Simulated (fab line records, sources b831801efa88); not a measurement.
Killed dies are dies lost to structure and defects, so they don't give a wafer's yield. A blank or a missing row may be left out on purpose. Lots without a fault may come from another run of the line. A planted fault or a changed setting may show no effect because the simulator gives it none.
Which tool did it? | flow sky130 | 14 lots, 42 wafers sampled, at 3 steps of a route of 708

WHAT THE GAUGES READ, wafer by wafer
SKY_LDD_P_TW_MEAS_11.
lot  | measured     | on            | LDD_P_TW
L151 | day 20 10:35 | film_metro-01 | 636 640 632
L150 | day 20 10:53 | film_metro-01 | 632 634 638
L153 | day 21 09:34 | film_metro-01 | 635 633 636
L154 | day 21 15:02 | film_metro-01 | 633 636 635
L156 | day 22 09:13 | film_metro-03 | 627 626 629
L158 | day 23 11:01 | film_metro-03 | 631 634 633
L159 | day 23 19:39 | film_metro-01 | 638 633 638
L162 | day 24 22:20 | film_metro-03 | 624 619 622
L163 | day 25 13:35 | film_metro-04 | 640 646 640
L164 | day 26 00:13 | film_metro-01 | 643 637 640
L167 | day 26 11:44 | film_metro-01 | 638 639 639
L166 | day 26 13:10 | film_metro-01 | 637 637 638
L169 | day 27 03:37 | film_metro-03 | 635 636 634
L172 | day 27 22:08 | film_metro-01 | 632 630 631

SKY_SD_N_OVL_MEAS_08.
lot  | measured     | on         | SD_N_OVL (nm)
L151 | day 29 12:41 | overlay-01 | -1.4 -1.1 -2.0
L150 | day 29 13:58 | overlay-01 | 0.2 0.4 0.5
L153 | day 30 11:10 | overlay-02 | 1.4 3.4 1.1
L154 | day 30 16:38 | overlay-02 | 2.2 3.2 1.3
L156 | day 31 12:15 | overlay-01 | -0.7 0.2 1.0
L158 | day 32 13:32 | overlay-02 | 1.4 3.5 1.0
L159 | day 32 22:59 | overlay-02 | 3.8 3.1 3.5
L162 | day 33 23:46 | overlay-02 | 1.4 3.5 3.6
L163 | day 34 13:04 | overlay-01 | 0.0 -0.5 -1.2
L164 | day 34 21:16 | overlay-02 | 1.1 1.5 0.3
L167 | day 35 06:37 | overlay-01 | -2.3 -1.1 -0.5
L166 | day 35 08:31 | overlay-01 | -1.1 -0.9 -1.5
L169 | day 35 19:48 | overlay-02 | -0.8 0.1 -0.1
L172 | day 36 11:32 | overlay-01 | 2.8 0.2 1.0

WHICH TOOL RAN EACH LOT (tool, then ch and the chambers of the sampled wafers, then the start)
lot  | SKY_LDD_P_STRIP_10
L151 | plasma_asher-03 ch 0,1, day 20 10:30
L150 | plasma_asher-01 ch 0,1, day 20 10:47
L153 | plasma_asher-03 ch 0,1, day 21 09:28
L154 | plasma_asher-02 ch 0,1, day 21 14:56
L156 | plasma_asher-01 ch 0,1, day 22 09:07
L158 | plasma_asher-02 ch 0,1, day 23 10:55
L159 | plasma_asher-03 ch 0,1, day 23 19:32
L162 | plasma_asher-01 ch 0,1, day 24 22:14
L163 | plasma_asher-01 ch 0,1, day 25 13:28
L164 | plasma_asher-01 ch 0,1, day 26 00:07
L167 | plasma_asher-03 ch 1, day 26 11:38
L166 | plasma_asher-01 ch 0,1, day 26 13:04
L169 | plasma_asher-01 ch 0,1, day 27 03:31
L172 | plasma_asher-01 ch 0,1, day 27 22:01
- SKY_LDD_P_STRIP_10: strips in O2/N2.

WHAT THE TOOLS THEMSELVES READ (means of the sampled wafers that have a number; where no wafer has one, the mark that the record gives instead)
SKY_LDD_P_STRIP_10.
lot  | tool            | chamber_pressure_mTorr (mTorr) | drypump_motor_current_A (A) | oes_product_au (a.u.) | strip_time_to_endpoint_s (s)
L151 | plasma_asher-03 | 1499.2                         | 6.1                         | 0.718                 | 14.16
L150 | plasma_asher-01 | 1499.8                         | 5.7                         | 0.714                 | 14.22
L153 | plasma_asher-03 | 1500.2                         | 5.8                         | 0.719                 | 14.13
L154 | plasma_asher-02 | 1500.4                         | 5.7                         | 0.713                 | 14.19
L156 | plasma_asher-01 | 1500.1                         | 5.7                         | 0.713                 | 14.19
L158 | plasma_asher-02 | 1500.3                         | 5.7                         | 0.716                 | 14.11
L159 | plasma_asher-03 | 1500.5                         | 6.1                         | 0.714                 | 14.24
L162 | plasma_asher-01 | 1499.2                         | 5.9                         | 0.715                 | 14.17
L163 | plasma_asher-01 | 1500.7                         | 5.9                         | 0.720                 | 14.16
L164 | plasma_asher-01 | 1500.8                         | 5.7                         | 0.711                 | 14.16
L167 | plasma_asher-03 | 1500.2                         | 6.2                         | 0.716                 | 14.10
L166 | plasma_asher-01 | 1499.7                         | 5.7                         | 0.714                 | 14.16
L169 | plasma_asher-01 | 1499.7                         | 5.9                         | 0.715                 | 14.17
L172 | plasma_asher-01 | 1498.7                         | 5.9                         | 0.720                 | 14.16

THE ANSWER, worked out from the rows above alone
Rule: what is usual is taken from the lots themselves. Put in order of their means at a reading, lots are off if they are a third of the lots or fewer, leave a main group of 4 or more, and stand apart from it by a gap of 3 or more times the standard deviation of the main group's means; of several such gaps the widest counts. A main group whose means are all the same, to the digits that the tables above print for the reading, isn't used. A lot without any number at a reading at which 4 lots or more have one is off too. The other lots that the step has rows for count as sound. The gauges are gone through in route order, then the tools' own readings, and for those a lot's mean is taken as printed above. The first step at which some lot is off is used, and at that step the reading that is off furthest; a lot without a number counts as furthest.
No lot is off at any reading shown: from this, nothing can be told.

WHAT THE SIMULATOR HAD PUT IN
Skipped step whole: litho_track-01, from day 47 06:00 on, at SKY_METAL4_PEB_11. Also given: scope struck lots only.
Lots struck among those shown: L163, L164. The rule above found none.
